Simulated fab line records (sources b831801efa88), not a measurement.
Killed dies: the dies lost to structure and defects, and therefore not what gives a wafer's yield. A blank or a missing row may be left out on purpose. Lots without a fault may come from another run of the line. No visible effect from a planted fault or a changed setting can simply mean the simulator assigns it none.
A lot that was struck, set against a sound lot -- flow sky130 -- 18 out of 708 route steps
Sound: the wafers L902.1, L902.3, L902.4. Struck: wafers L910.4, L910.5. (L910.2 of the same lot was not struck and is left out.) The cause comes at the end.
Per side, at each step with rows, come the tool, then ch with its chambers, and then its first start. Under that, the readings that differ: sound wafers -- struck wafers -- difference of the means -- sigmas: that difference in standard deviations of wafers without a fault.
alike: readings with means less than 2 such deviations apart, plus words and numbers identical on both sides. not compared: withheld readings, readings lacking a value on some wafer, bounds such as >300 that could conceal the same value, and numbers that have no deviation in the record and whose values overlap.
The two part at a step that has a row with sigmas, a row that says differs or no value, or rows on one side only. Non-overlapping numbers with no deviation appear without sigmas and do not part them. A reading that every wafer of one side lacks parts them only if that side has two wafers or more.

first, 4 steps without rows for these wafers: SKY_VT_ADJUST_LVTN_SOFTBAKE_14 (time 60 s); SKY_VT_ADJUST_LVTN_EXPOSE_15 (exposes mask HVN STD DERIVED, target cd 600 nm); SKY_VT_ADJUST_LVTN_PEB_16; SKY_VT_ADJUST_LVTN_DEVELOP_17 (develop time 60 s).
SKY_VT_ADJUST_LVTN_OVL_MEAS_18:
  struck on overlay-01, day 10 21:03; sound on overlay-02, day 8 16:04
  alike: VT_ADJUST_LVTN_01_OVL
after that, 1 step had no rows for these wafers: SKY_VT_ADJUST_LVTN_IMPLANT_19.
SKY_VT_ADJUST_LVTN_STRIP_20: strips in O2/N2.
  sound on plasmaAsher-02 ch 0,1, day 8 16:15; struck on plasmaAsher-01 ch 0, day 10 21:14
reading,sound,struck,difference,sigmas
drypumpMotorCurrentA (A),5.82 5.83 5.83,5.48 5.47,-0.35,-2
  alike: oesProductAu, stripTimeToEndpointS
  not compared: rfHoursCounterH
SKY_VT_ADJUST_LVTN_TW_MEAS_21:
  struck on filmMetro-01, day 10 21:20; sound on filmMetro-03, day 8 16:21
  alike: VT_ADJUST_LVTN_2_TW
then, 4 steps without rows for these wafers: SKY_VT_ADJUST_NCORE_DEHYDRATE_00 (time 60 s); SKY_VT_ADJUST_NCORE_HMDS_01 (prime time 60 s); SKY_VT_ADJUST_NCORE_COAT_02 (resist thk 1140 nm); SKY_VT_ADJUST_NCORE_SOFTBAKE_03 (time 60 s).
SKY_VT_ADJUST_NCORE_EXPOSE_04: exposes mask LVTN COMPLEMENT THIN, target cd 380 nm.
  sound on ilineStepper-02 ch 0, day 9 02:05; struck on ilineStepper-02 ch 0, day 11 09:10
  alike: mask
then, 2 steps without rows for these wafers: SKY_VT_ADJUST_NCORE_PEB_05; SKY_VT_ADJUST_NCORE_DEVELOP_06 (develop time 60 s).
SKY_VT_ADJUST_NCORE_CD_MEAS_07: target cd 380 nm.
  struck on cdSem-02, day 11 20:15; sound on cdSem-02, day 9 12:49
reading,sound,struck,difference,sigmas
cdNm (nm),379.5 375.6 374.9,359.9 355.3,-19.1,-7
SKY_VT_ADJUST_NCORE_OVL_MEAS_08:
  struck on overlay-02, day 11 20:22; sound on overlay-02, day 9 12:56
  alike: VT_ADJUST_NCORE_OVL
SKY_PAD_OPEN_PROBE_99:
  the record holds rows for the sound wafers here (prober-01, day 46 22:08) but none for the struck ones

WHERE THEY PART
Last at SKY_PAD_OPEN_PROBE_99 as far as this record goes, first at SKY_VT_ADJUST_LVTN_STRIP_20.

WHY: the cause the simulator had injected
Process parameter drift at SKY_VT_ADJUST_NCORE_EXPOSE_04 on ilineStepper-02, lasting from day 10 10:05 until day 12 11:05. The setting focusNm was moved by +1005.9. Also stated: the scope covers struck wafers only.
